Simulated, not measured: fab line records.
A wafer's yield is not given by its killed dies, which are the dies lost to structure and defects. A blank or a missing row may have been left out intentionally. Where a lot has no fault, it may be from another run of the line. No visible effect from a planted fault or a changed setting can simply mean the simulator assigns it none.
Which tool was responsible? + flow sky130 + 39 wafers from 13 lots sampled at 4 of the route's 708 steps

== WHAT EACH GAUGE READ, for each wafer ==
SKY_VT_ADJUST_LVTN_TW_MEAS_21.
| lot  | measured     | on            | VT_ADJUST_LVTN_2_TW |
|------|--------------|---------------|---------------------|
| L590 | day 8 00:06  | film metro-01 | 190.0 189.3 188.7   |
| L592 | day 8 09:15  | film metro-02 | 189.5 188.9 188.7   |
| L593 | day 8 13:25  | film metro-02 | 190.1 189.0 190.1   |
| L594 | day 9 05:46  | film metro-01 | 188.9 188.7 188.5   |
| L595 | day 9 06:34  | film metro-01 | 188.8 190.3 189.2   |
| L596 | day 9 10:58  | film metro-01 | 188.9 188.4 189.4   |
| L598 | day 10 05:23 | film metro-03 | 189.8 190.3 189.8   |
| L604 | day 11 11:26 | film metro-02 | 190.4 190.3 190.3   |
| L605 | day 11 15:33 | film metro-02 | 190.1 190.5 189.7   |
| L609 | day 13 09:44 | film metro-02 | 188.6 187.1 188.1   |
| L610 | day 13 12:19 | film metro-02 | 188.6 188.8 189.7   |
| L611 | day 14 08:59 | film metro-03 | 189.9 190.6 189.2   |
| L612 | day 14 12:02 | film metro-01 | 190.1 189.5 189.9   |

SKY_VT_ADJUST_NCORE_OVL_MEAS_08.
| lot  | measured     | on         | VT_ADJUST_NCORE_OVL (nm) |
|------|--------------|------------|--------------------------|
| L590 | day 8 18:52  | overlay-01 | 3.5 1.9 0.6              |
| L592 | day 9 09:13  | overlay-01 | -3.0 -4.5 -1.6           |
| L593 | day 9 09:56  | overlay-01 | -3.0 -1.8 -2.7           |
| L594 | day 10 02:22 | overlay-01 | -1.8 -0.9 -0.4           |
| L595 | day 10 03:19 | overlay-01 | -0.4 -1.8 1.2            |
| L596 | day 10 09:18 | overlay-02 | -1.8 -0.3 -1.2           |
| L598 | day 11 03:37 | overlay-01 | -1.8 -2.1 -0.1           |
| L604 | day 12 11:19 | overlay-01 | 0.3 -1.2 0.1             |
| L605 | day 12 15:59 | overlay-02 | -1.0 -0.5 -1.8           |
| L609 | day 14 12:09 | overlay-02 | 1.9 -1.1 2.0             |
| L610 | day 14 15:01 | overlay-01 | -2.8 -1.1 -4.4           |
| L611 | day 15 11:54 | overlay-01 | -0.5 -1.7 0.2            |
| L612 | day 15 14:49 | overlay-02 | -2.9 -0.8 -0.9           |

SKY_POLY_GATE_OVL_MEAS_14.
| lot  | measured     | on         | POLY_GATE_OVL (nm) |
|------|--------------|------------|--------------------|
| L590 | day 16 10:13 | overlay-02 | 2 4 -7             |
| L592 | day 17 12:09 | overlay-02 | -9 -5 -9           |
| L593 | day 17 11:48 | overlay-01 | -11 -8 -17         |
| L594 | day 18 04:23 | overlay-01 | -6 -4 -13          |
| L595 | day 18 10:06 | overlay-02 | -5 1 2             |
| L596 | day 18 15:09 | overlay-02 | -21 -16 -17        |
| L598 | day 19 21:19 | overlay-02 | 2 1 1              |
| L604 | day 21 12:39 | overlay-02 | 3 -7 4             |
| L609 | day 23 14:39 | overlay-02 | -4 -8 -5           |
| L610 | day 23 19:18 | overlay-01 | -15 -14 -9         |
| L611 | day 24 14:57 | overlay-01 | -7 -10 -9          |
| L612 | day 24 21:58 | overlay-02 | -1 2 -10           |

== TOOL THAT RAN EACH LOT (tool first, then ch and the chambers of the sampled wafers, then the start) ==
| lot  | SKY_GATE_OXIDE_STRIP_13              |
|------|--------------------------------------|
| L590 | plasma asher-02 ch 0,1, day 14 00:21 |
| L592 | plasma asher-02 ch 0,1, day 14 19:56 |
| L593 | plasma asher-04 ch 0,1, day 14 21:41 |
| L594 | plasma asher-02 ch 0,1, day 15 14:57 |
| L595 | plasma asher-02 ch 0,1, day 15 17:43 |
| L596 | plasma asher-02 ch 1, day 15 21:31   |
| L598 | plasma asher-01 ch 0,1, day 16 21:50 |
| L604 | plasma asher-02 ch 0,1, day 18 16:23 |
| L605 | plasma asher-04 ch 0,1, day 18 18:43 |
| L609 | plasma asher-04 ch 1, day 20 21:17   |
| L610 | plasma asher-02 ch 0,1, day 21 00:38 |
| L611 | plasma asher-02 ch 0,1, day 21 22:16 |
| L612 | plasma asher-02 ch 0,1, day 22 04:37 |
- SKY_GATE_OXIDE_STRIP_13: strips in O2/N2.

== AS READ BY THE TOOLS THEMSELVES (means over the sampled wafers that have a number; for cases with no such wafer, the mark the record gives instead) ==
SKY_GATE_OXIDE_STRIP_13.
| lot  | tool            | chamber pressure mTorr (mTorr) | drypump motor current A (A) | oes product au (a.u.) | strip time to endpoint s (s) |
|------|-----------------|--------------------------------|-----------------------------|-----------------------|------------------------------|
| L590 | plasma asher-02 | 1500.3                         | 5.97                        | 0.709                 | 14.16                        |
| L592 | plasma asher-02 | 1498.5                         | 6.15                        | 0.716                 | 14.13                        |
| L593 | plasma asher-04 | 1500.8                         | 5.92                        | 0.711                 | 14.18                        |
| L594 | plasma asher-02 | 1499.5                         | 6.14                        | 0.717                 | 14.17                        |
| L595 | plasma asher-02 | 1499.6                         | 6.11                        | 0.717                 | 14.20                        |
| L596 | plasma asher-02 | 1499.8                         | 6.26                        | 0.715                 | 14.24                        |
| L598 | plasma asher-01 | 1500.9                         | 5.68                        | 0.715                 | 14.25                        |
| L604 | plasma asher-02 | 1499.1                         | 6.14                        | 0.716                 | 14.19                        |
| L605 | plasma asher-04 | 1495.1                         | 5.90                        | 0.891                 | -                            |
| L609 | plasma asher-04 | 1499.1                         | 6.11                        | 0.714                 | 14.22                        |
| L610 | plasma asher-02 | 1500.2                         | 6.14                        | 0.717                 | 14.14                        |
| L611 | plasma asher-02 | 1501.1                         | 6.12                        | 0.716                 | 14.24                        |
| L612 | plasma asher-02 | 1500.3                         | 6.11                        | 0.717                 | 14.11                        |

== THE ANSWER, worked out from the rows above alone ==
Rule: what is usual is taken from the lots themselves. Put in order of their means at a reading, lots are off if they are a third of the lots or fewer, leave a main group of 4 or more, and stand apart from it by a gap of 3 or more times the standard deviation of the main group's means; of several such gaps the widest counts. Not used: any main group whose means are identical at the precision the tables above print for the reading. A lot without any number at a reading at which 4 lots or more have one is off too. All remaining lots with rows at the step are treated as sound. After the gauges, taken in route order, come the tools' own readings; for these a lot's mean is taken, as printed above. The first step at which some lot is off is used, and at that step the reading that is off furthest; a lot without a number counts as furthest.
Off: L605 (SKY_GATE_OXIDE_STRIP_13, strip time to endpoint s). Without a number there: L605. The main group: mean 14.19 s, standard deviation 0.044.
If a tool, at that step or one of the process steps before it, ran each lot that is off and ran no sound lot following the first of them, it fits. None of those tried fits.

== WHAT THE SIMULATOR PUT IN ==
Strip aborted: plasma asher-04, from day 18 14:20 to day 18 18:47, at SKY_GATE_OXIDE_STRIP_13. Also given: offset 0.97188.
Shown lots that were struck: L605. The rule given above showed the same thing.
